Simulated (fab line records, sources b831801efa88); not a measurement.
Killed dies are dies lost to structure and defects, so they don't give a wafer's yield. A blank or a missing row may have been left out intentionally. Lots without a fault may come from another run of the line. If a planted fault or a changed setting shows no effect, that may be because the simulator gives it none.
Which tool did it? ; flow gf180mcu ; 12 lots, 36 wafers sampled, at 2 steps of a route of 602

WHAT THE GAUGES SHOWED, per wafer
GF_M3_THK_MEAS_06: measures by xrf.
lot;measured;on;M3_ALCU_THK (nm)
L075;day 20 17:25;film metro-04;448 450 447
L077;day 21 07:15;film metro-04;454 458 457
L079;day 22 07:26;film metro-04;461 465 461
L081;day 22 21:25;film metro-04;455 453 455
L083;day 23 18:11;film metro-04;448 458 452
L085;day 24 13:07;film metro-01;457 455 458
L087;day 25 04:02;film metro-02;451 457 458
L089;day 25 20:47;film metro-01;465 472 467
L091;day 26 05:58;film metro-02;457 465 460
L093;day 26 21:26;film metro-01;457 460 463
L095;day 27 09:28;film metro-02;460 460 451
L097;day 27 21:43;film metro-02;455 452 457

WHICH TOOL RAN EACH LOT (tool, then ch and the chambers of the sampled wafers, then the start)
lot;GF_M3_SPUTTER_04
L075;pvd sputter-02, day 20 17:15
L077;pvd sputter-03, day 21 07:05
L079;pvd sputter-02, day 22 07:16
L081;pvd sputter-02, day 22 21:15
L083;pvd sputter-03, day 23 18:01
L085;pvd sputter-03, day 24 12:56
L087;pvd sputter-03, day 25 03:53
L089;pvd sputter-03, day 25 20:37
L091;pvd sputter-03, day 26 05:48
L093;pvd sputter-03, day 26 21:16
L095;pvd sputter-03, day 27 09:17
L097;pvd sputter-01, day 27 21:32
- GF_M3_SPUTTER_04: material TiN, target thk 50 nm, time 41.7 s.

THE ANSWER, worked out from the rows above alone
Rule: usual is defined by the lots themselves. Put in order of their means at a reading, lots are off if they are a third of the lots or fewer, leave a main group of 4 or more, and stand apart from it by a gap of 3 or more times the standard deviation of the main group's means; of several such gaps the widest counts. If all means in a main group match to the digits the tables above print for the reading, that group is not used. Also off: a lot with no number at a reading for which 4 or more lots have one. Where the step has rows for the other lots, those lots are counted as sound.
No lot is off on any of the readings shown, so nothing can be concluded from this.

WHAT WAS PUT IN BY THE SIMULATOR
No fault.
